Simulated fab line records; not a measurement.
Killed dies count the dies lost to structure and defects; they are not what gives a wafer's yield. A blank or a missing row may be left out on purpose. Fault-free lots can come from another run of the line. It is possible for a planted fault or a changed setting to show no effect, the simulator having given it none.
Matching of chambers | flow sky130 | SKY_CONTACT_ETCH_17 on rie diel-02 has 4 sister chambers
The step etches SiO2 in C4F8/O2/Ar, stops on Si3N4, target depth 340 nm. 14 wafers are shown with their chamber, then 7 later ones without.

== WAFERS WITH THEIR CHAMBER ==
wafer  | chamber | oes product au (a.u.)
L075.3 | 3       | 0.892
L075.4 | 0       | 0.888
L075.5 | 3       | 0.896
L077.4 | 1       | 0.885
L077.5 | 0       | 0.888
L077.6 | 3       | 0.884
L080.1 | 1       | 0.897
L080.3 | 0       | 0.891
L080.4 | 3       | 0.889
L082.2 | 2       | 0.898
L082.3 | 1       | 0.887
L082.6 | 3       | 0.894
L083.1 | 1       | 0.893
L083.4 | 0       | 0.886

SIGNATURES (means of the wafers above)
reading        | chamber 0 | chamber 1 | chamber 2 | chamber 3 | scatter within a chamber
oes product au | 0.88825   | 0.89050   | 0.89800   | 0.89100   | 0.00438
Rule: a wafer lies at a distance from a chamber equal to the root of the sum of squares, over the readings, of (its reading less the chamber's mean, divided by the reading's scatter). If the next closest chamber is less than 2 further off than the closest, the wafer can't be placed; otherwise it belongs to the closest. The scatter is the square root of a quotient: the sum, over the shown wafers, of each reading's squared deviation from its chamber's mean, divided by wafers minus chambers.

== WAFERS WHOSE CHAMBER IS MISSING ==
wafer  | oes product au (a.u.)
L083.5 | 0.890
L087.2 | 0.890
L087.4 | 0.897
L087.5 | 0.902
L090.3 | 0.889
L090.5 | 0.896
L090.6 | 0.898

== WHICH CHAMBER EACH WENT THROUGH ==
wafer  | from the rows above               | in truth
L083.5 | can't be placed: 1 or 3 or 0 or 2 | 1
L087.2 | can't be placed: 1 or 3 or 0 or 2 | 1
L087.4 | can't be placed: 2 or 3 or 1 or 0 | 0
L087.5 | can't be placed: 2 or 3 or 1      | 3
L090.3 | can't be placed: 0 or 1 or 3 or 2 | 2
L090.5 | can't be placed: 2 or 3 or 1 or 0 | 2
L090.6 | can't be placed: 2 or 3 or 1      | 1
Placed correctly: 0 of 7. From these rows, 7 cannot be placed; in 7 the true chamber is one of the candidates. 0 placed wrongly.
